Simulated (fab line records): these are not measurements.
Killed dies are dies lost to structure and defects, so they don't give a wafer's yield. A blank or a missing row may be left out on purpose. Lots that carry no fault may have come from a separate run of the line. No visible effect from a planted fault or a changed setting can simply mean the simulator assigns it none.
2 desks, one fault || flow sky130 || every desk sees just its own numbers, and what lay behind them comes last

## THE TOOL OWNER'S DESK: implanter-03
For each lot that ran on this tool, the mean over its sampled wafers that have a number, from the tool's own readings at SKY_VT_ADJUST_HVTP_IMPLANT_09. If a lot's mean is further than 4 standard deviations from the usual mean, the lot is out of limits and carries the mark OUT (the distance appears in the brackets).
Columns: A = beam_energy_keV at SKY_VT_ADJUST_HVTP_IMPLANT_09, usual 149.99; B = beam_on_s at SKY_VT_ADJUST_HVTP_IMPLANT_09, usual 10.00 s; C = faraday_current_uA at SKY_VT_ADJUST_HVTP_IMPLANT_09, usual 24.3
{"lot": "L380", "first seen here": "day 10 06:44", "A": 149.94, "B": 10.14, "C": 24.0}
{"lot": "L385", "first seen here": "day 11 13:44", "A": "164.32 (+99 or more) OUT", "B": 10.09, "C": 24.1}
{"lot": "L386", "first seen here": "day 11 19:41", "A": "164.25 (+99 or more) OUT", "B": 10.19, "C": 23.8}
{"lot": "L387", "first seen here": "day 12 04:19", "A": "164.27 (+99 or more) OUT", "B": 10.02, "C": 24.1}
Finding of this desk: L385, L386, L387 out of limits; the first was L385 at day 11 13:44, on beam_energy_keV at SKY_VT_ADJUST_HVTP_IMPLANT_09. L380 stayed within limits.

## FROM THE METROLOGY DESK
Lot by lot, what the gauges showed, no matter which tool ran the lot: averages of those sampled wafers that carry a number. If a lot's mean is further than 4 standard deviations from the usual mean, the lot is out of limits and carries the mark OUT (the distance appears in the brackets).
Columns: A = NWELL_RS at SKY_NWELL_RS_MEAS_29, usual 624.2 ohm/sq; B = PWDE_RS at SKY_NWELL_RS_MEAS_31, usual 5268 ohm/sq; C = cd_nm at SKY_VT_ADJUST_HVTP_CD_MEAS_07, usual 379.5 nm; D = VT_ADJUST_HVTP_OVL at SKY_VT_ADJUST_HVTP_OVL_MEAS_08, usual -0.6 nm
{"lot": "L367", "first seen here": "day 5 21:46", "A": 622.8, "B": 5253, "C": 377.8, "D": 0.2}
{"lot": "L372", "first seen here": "day 7 22:02", "A": 625.4, "B": 5287, "C": 377.4, "D": -2.1}
{"lot": "L374", "first seen here": "day 7 23:58", "A": 624.0, "B": 5289, "C": 384.3, "D": 0.3}
{"lot": "L380", "first seen here": "day 9 08:14", "A": 623.3, "B": 5259, "C": 378.3, "D": 1.1}
{"lot": "L385", "first seen here": "day 10 13:34", "A": 625.0, "B": 5238, "C": 383.2, "D": 1.2}
{"lot": "L386", "first seen here": "day 10 19:29", "A": 626.8, "B": 5286, "C": 377.6, "D": -1.0}
{"lot": "L387", "first seen here": "day 11 04:04", "A": 625.2, "B": 5273, "C": 378.7, "D": -1.0}
This desk's verdict: no lot among the 7 shows anything out of limits.

## PUT TOGETHER
An alarm could have come from the tool owner's desk at day 11 13:44, on L385, L386, L387.
Nothing out of limits was seen by the metrology desk.
The metrology desk holds a record of L385, L386, L387, inside its limits.
SKY_VT_ADJUST_HVTP_IMPLANT_09 was run on implanter-03 by each of the lots named.

## WHAT THE SIMULATOR HAD INSERTED
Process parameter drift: implanter-03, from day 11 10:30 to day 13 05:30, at SKY_VT_ADJUST_HVTP_IMPLANT_09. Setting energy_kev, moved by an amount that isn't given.
Struck lots among those shown: L385, L386, L387.
Time in hours from fault onset to the first out-of-limits reading at each desk: the tool owner's desk, 3.
